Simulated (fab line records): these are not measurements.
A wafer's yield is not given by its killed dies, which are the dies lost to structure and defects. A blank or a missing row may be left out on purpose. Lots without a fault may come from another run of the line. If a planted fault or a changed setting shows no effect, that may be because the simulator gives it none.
Chamber matching :: flow gf180mcu :: GF_V2_CVD_02 on pecvd-04: 3 sister chambers
The step deposits SiO2 from TEOS, target thk 850 nm, time 94.851 s. 3 wafers are shown with their chamber, then 8 later ones without.

EACH WAFER AND ITS CHAMBER
wafer: L078.6
chamber: 0
heater power w (W): 653

wafer: L080.5
chamber: 2
heater power w (W): 760

wafer: L083.4
chamber: 1
heater power w (W): 492

WAFERS WITH NO CHAMBER GIVEN
wafer: L083.5
heater power w (W): 537

wafer: L083.6
heater power w (W): 784

wafer: L090.1
heater power w (W): 564

wafer: L090.2
heater power w (W): 647

wafer: L090.3
heater power w (W): 602

wafer: L090.4
heater power w (W): 500

wafer: L090.5
heater power w (W): 699

wafer: L090.6
heater power w (W): 612

WHICH CHAMBER EACH WENT THROUGH
wafer: L083.5
from the rows above: can't be placed: 1 or 0
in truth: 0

wafer: L083.6
from the rows above: 2
in truth: 2

wafer: L090.1
from the rows above: can't be placed: 1 or 0
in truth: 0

wafer: L090.2
from the rows above: 0
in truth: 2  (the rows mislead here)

wafer: L090.3
from the rows above: can't be placed: 0 or 1
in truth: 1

wafer: L090.4
from the rows above: 1
in truth: 1

wafer: L090.5
from the rows above: can't be placed: 0 or 2
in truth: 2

wafer: L090.6
from the rows above: can't be placed: 0 or 1
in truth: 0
Placed correctly: 2 of 8. These rows do not allow placing 5 (true chamber among the candidates in 5). 1 placed wrongly.
How it was worked out, from the rows above alone: a wafer's distance from a chamber is the root of the sum, over the readings, of the square of ((its reading less the chamber's mean) divided by the reading's scatter). The wafer belongs to the nearest chamber; if the next one is less than 2 further off, it can't be placed. Each chamber's mean is taken over the wafers shown for it. The scatter: with one shown wafer a chamber, the root of the mean of the squares of how far each hidden wafer lies from its nearest shown one.
